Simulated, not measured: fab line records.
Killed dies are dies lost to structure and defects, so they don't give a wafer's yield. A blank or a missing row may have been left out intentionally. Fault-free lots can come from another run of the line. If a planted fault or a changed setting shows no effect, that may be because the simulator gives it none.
The tool behind it: which one? / flow sky130 / 30 wafers from 10 lots sampled at 6 of the route's 708 steps

## WHAT THE GAUGES SHOWED, per wafer
SKY_METAL4_OVL_MEAS_14.
lot=L632; measured=day 41 18:13; on=overlay-02; METAL4_OVL (nm)=-4 1 -2
lot=L633; measured=day 42 04:19; on=overlay-02; METAL4_OVL (nm)=2 2 -6
lot=L635; measured=day 42 17:34; on=overlay-01; METAL4_OVL (nm)=-1 -3 -10
lot=L638; measured=day 43 17:40; on=overlay-02; METAL4_OVL (nm)=0 -1 -5
lot=L641; measured=day 44 13:43; on=overlay-02; METAL4_OVL (nm)=-2 -2 5
lot=L643; measured=day 44 21:49; on=overlay-01; METAL4_OVL (nm)=-1 -7 -8
lot=L644; measured=day 45 02:37; on=overlay-01; METAL4_OVL (nm)=-4 0 -9
lot=L645; measured=day 45 16:34; on=overlay-02; METAL4_OVL (nm)=-8 -1 -2
lot=L651; measured=day 47 12:43; on=overlay-02; METAL4_OVL (nm)=0 -1 -1
lot=L653; measured=day 47 13:52; on=overlay-02; METAL4_OVL (nm)=1 1 4

SKY_METAL5_RS_MEAS_05: uses a four-point probe to measure.
lot=L632; measured=day 42 21:32; on=filmMetro-03; METAL5_ALCU_RS (ohm/sq)=0.02707 0.02708 0.02704
lot=L633; measured=day 43 04:36; on=filmMetro-01; METAL5_ALCU_RS (ohm/sq)=0.02674 0.02673 0.02667
lot=L635; measured=day 43 20:12; on=filmMetro-01; METAL5_ALCU_RS (ohm/sq)=0.02687 0.02718 0.02674
lot=L638; measured=day 44 20:08; on=filmMetro-03; METAL5_ALCU_RS (ohm/sq)=0.02676 0.02642 0.02663
lot=L641; measured=day 45 14:39; on=filmMetro-04; METAL5_ALCU_RS (ohm/sq)=0.02749 0.04379 0.02746
lot=L643; measured=day 45 22:00; on=filmMetro-01; METAL5_ALCU_RS (ohm/sq)=0.02734 0.02698 0.02709
lot=L644; measured=day 46 02:32; on=filmMetro-03; METAL5_ALCU_RS (ohm/sq)=0.02733 0.04291 0.02709
lot=L645; measured=day 46 17:24; on=filmMetro-03; METAL5_ALCU_RS (ohm/sq)=0.027 0.02734 0.02683
lot=L651; measured=day 48 11:05; on=filmMetro-03; METAL5_ALCU_RS (ohm/sq)=0.0272 0.02725 0.02744
lot=L653; measured=day 48 11:47; on=filmMetro-03; METAL5_ALCU_RS (ohm/sq)=0.02665 0.02665 0.02672

SKY_METAL5_THK_MEAS_06: measures by xrf.
lot=L632; measured=day 42 21:40; on=filmMetro-03; METAL5_ALCU_THK (nm)=1142 1142 1148
lot=L633; measured=day 43 04:43; on=filmMetro-01; METAL5_ALCU_THK (nm)=1171 1173 1174
lot=L635; measured=day 43 20:19; on=filmMetro-01; METAL5_ALCU_THK (nm)=1178 1157 1178
lot=L638; measured=day 44 20:14; on=filmMetro-03; METAL5_ALCU_THK (nm)=1163 1186 1170
lot=L641; measured=day 45 14:46; on=filmMetro-04; METAL5_ALCU_THK (nm)=1129 716 1134
lot=L643; measured=day 45 22:07; on=filmMetro-01; METAL5_ALCU_THK (nm)=1151 1160 1162
lot=L644; measured=day 46 02:39; on=filmMetro-03; METAL5_ALCU_THK (nm)=1141 725 1147
lot=L645; measured=day 46 17:31; on=filmMetro-03; METAL5_ALCU_THK (nm)=1157 1139 1156
lot=L651; measured=day 48 11:13; on=filmMetro-03; METAL5_ALCU_THK (nm)=1147 1150 1135
lot=L653; measured=day 48 11:53; on=filmMetro-03; METAL5_ALCU_THK (nm)=1178 1169 1168

## EACH LOT AND THE TOOL THAT RAN IT (in order: tool; ch and the chambers of the sampled wafers; start)
lot=L632; SKY_METAL4_DESCUM_15=rieMetal-01 ch 0,1, day 41 18:14; SKY_VIA4_SPUTTER_17=pvdSputter-04, day 42 20:41; SKY_METAL5_SPUTTER_02=pvdSputter-02, day 42 21:26
lot=L633; SKY_METAL4_DESCUM_15=rieMetal-03 ch 0,1, day 42 04:20; SKY_VIA4_SPUTTER_17=pvdSputter-01, day 43 03:44; SKY_METAL5_SPUTTER_02=pvdSputter-02, day 43 04:29
lot=L635; SKY_METAL4_DESCUM_15=rieMetal-03 ch 0,1, day 42 17:35; SKY_VIA4_SPUTTER_17=pvdSputter-04, day 43 19:04; SKY_METAL5_SPUTTER_02=pvdSputter-01, day 43 20:04
lot=L638; SKY_METAL4_DESCUM_15=rieMetal-04 ch 0,1, day 43 17:42; SKY_VIA4_SPUTTER_17=pvdSputter-04, day 44 19:14; SKY_METAL5_SPUTTER_02=pvdSputter-02, day 44 19:59
lot=L641; SKY_METAL4_DESCUM_15=rieMetal-01 ch 0,1, day 44 13:44; SKY_VIA4_SPUTTER_17=pvdSputter-03, day 45 13:47; SKY_METAL5_SPUTTER_02=pvdSputter-02, day 45 14:32
lot=L643; SKY_METAL4_DESCUM_15=rieMetal-01 ch 0,1, day 44 21:50; SKY_VIA4_SPUTTER_17=pvdSputter-03, day 45 20:50; SKY_METAL5_SPUTTER_02=pvdSputter-03, day 45 21:52
lot=L644; SKY_METAL4_DESCUM_15=rieMetal-04 ch 0,1, day 45 02:38; SKY_VIA4_SPUTTER_17=pvdSputter-03, day 46 01:40; SKY_METAL5_SPUTTER_02=pvdSputter-02, day 46 02:25
lot=L645; SKY_METAL4_DESCUM_15=rieMetal-01 ch 0,1, day 45 16:36; SKY_VIA4_SPUTTER_17=pvdSputter-01, day 46 15:44; SKY_METAL5_SPUTTER_02=pvdSputter-01, day 46 17:16
lot=L651; SKY_METAL4_DESCUM_15=rieMetal-04 ch 0,1, day 47 12:44; SKY_VIA4_SPUTTER_17=pvdSputter-03, day 48 10:14; SKY_METAL5_SPUTTER_02=pvdSputter-01, day 48 10:58
lot=L653; SKY_METAL4_DESCUM_15=rieMetal-01 ch 0,1, day 47 13:55; SKY_VIA4_SPUTTER_17=pvdSputter-04, day 48 10:53; SKY_METAL5_SPUTTER_02=pvdSputter-03, day 48 11:37
- SKY_METAL4_DESCUM_15: chemistry O2, time 8 s.
- SKY_VIA4_SPUTTER_17: material TiN, target thk 20 nm, time 80 s.
- SKY_METAL5_SPUTTER_02: material AlCu, target thk 1150 nm, time 61.2 s.

## WHAT THE TOOLS THEMSELVES READ (means of the sampled wafers that have a number; where no wafer has one, the mark that the record gives instead)
SKY_METAL4_DESCUM_15.
lot=L632; tool=rieMetal-01; drypumpMotorCurrentA (A)=5.8; oesProductAu (a.u.)=0.996
lot=L633; tool=rieMetal-03; drypumpMotorCurrentA (A)=5.9; oesProductAu (a.u.)=1.007
lot=L635; tool=rieMetal-03; drypumpMotorCurrentA (A)=5.9; oesProductAu (a.u.)=1.007
lot=L638; tool=rieMetal-04; drypumpMotorCurrentA (A)=5.5; oesProductAu (a.u.)=1.000
lot=L641; tool=rieMetal-01; drypumpMotorCurrentA (A)=5.9; oesProductAu (a.u.)=1.014
lot=L643; tool=rieMetal-01; drypumpMotorCurrentA (A)=6.3; oesProductAu (a.u.)=0.996
lot=L644; tool=rieMetal-04; drypumpMotorCurrentA (A)=5.7; oesProductAu (a.u.)=1.006
lot=L645; tool=rieMetal-01; drypumpMotorCurrentA (A)=5.8; oesProductAu (a.u.)=0.997
lot=L651; tool=rieMetal-04; drypumpMotorCurrentA (A)=5.4; oesProductAu (a.u.)=1.005
lot=L653; tool=rieMetal-01; drypumpMotorCurrentA (A)=6.3; oesProductAu (a.u.)=1.003

SKY_VIA4_SPUTTER_17.
lot=L632; tool=pvdSputter-04; throttleValvePct (%)=30.6
lot=L633; tool=pvdSputter-01; throttleValvePct (%)=29.3
lot=L635; tool=pvdSputter-04; throttleValvePct (%)=30.4
lot=L638; tool=pvdSputter-04; throttleValvePct (%)=30.7
lot=L641; tool=pvdSputter-03; throttleValvePct (%)=30.2
lot=L643; tool=pvdSputter-03; throttleValvePct (%)=30.2
lot=L644; tool=pvdSputter-03; throttleValvePct (%)=30.1
lot=L645; tool=pvdSputter-01; throttleValvePct (%)=28.6
lot=L651; tool=pvdSputter-03; throttleValvePct (%)=29.9
lot=L653; tool=pvdSputter-04; throttleValvePct (%)=30.0

SKY_METAL5_SPUTTER_02.
lot=L632; tool=pvdSputter-02; throttleValvePct (%)=29.1
lot=L633; tool=pvdSputter-02; throttleValvePct (%)=29.2
lot=L635; tool=pvdSputter-01; throttleValvePct (%)=29.4
lot=L638; tool=pvdSputter-02; throttleValvePct (%)=29.8
lot=L641; tool=pvdSputter-02; throttleValvePct (%)=29.3
lot=L643; tool=pvdSputter-03; throttleValvePct (%)=30.1
lot=L644; tool=pvdSputter-02; throttleValvePct (%)=29.0
lot=L645; tool=pvdSputter-01; throttleValvePct (%)=29.4
lot=L651; tool=pvdSputter-01; throttleValvePct (%)=29.4
lot=L653; tool=pvdSputter-03; throttleValvePct (%)=30.1

## THE ANSWER, worked out from the rows above alone
Rule: usual is defined by the lots themselves. The widest of any qualifying gaps counts: lots, ordered by their means at a reading, are off when they make up no more than a third of the lots, leave a main group of 4 or more, and stand apart from it by 3 or more times the standard deviation of that group's means. A main group is skipped when, at the precision printed for the reading in the tables above, its means are all equal. Also off: a lot with no number at a reading for which 4 or more lots have one. All remaining lots with rows at the step are treated as sound. Order of review: gauges by route order, followed by the tools' own readings, for which a lot's mean as printed above is used. At the first step where some lot is off, the reading lying furthest off is the one used; lots without a number count as furthest.
Off: L641, L644, seen at SKY_METAL5_RS_MEAS_05 (METAL5_ALCU_RS). The main group has a mean of 0.02693 ohm/sq with a standard deviation of 0.00023.
If a tool, at a process step before that reading, ran all the lots that are off and no sound lot after the first of them, it fits. The gauges at SKY_METAL5_RS_MEAS_05 are tried like those tools. One fits: SKY_METAL5_SPUTTER_02 on pvdSputter-02. A fault onset in the window from L638 (day 44 19:59, its last sound lot) to L641 (day 45 14:32, its first lot off) fits.

## WHAT THE SIMULATOR PUT IN
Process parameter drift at SKY_METAL5_SPUTTER_02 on pvdSputter-02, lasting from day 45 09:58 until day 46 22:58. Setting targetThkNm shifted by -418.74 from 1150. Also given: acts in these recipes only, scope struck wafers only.
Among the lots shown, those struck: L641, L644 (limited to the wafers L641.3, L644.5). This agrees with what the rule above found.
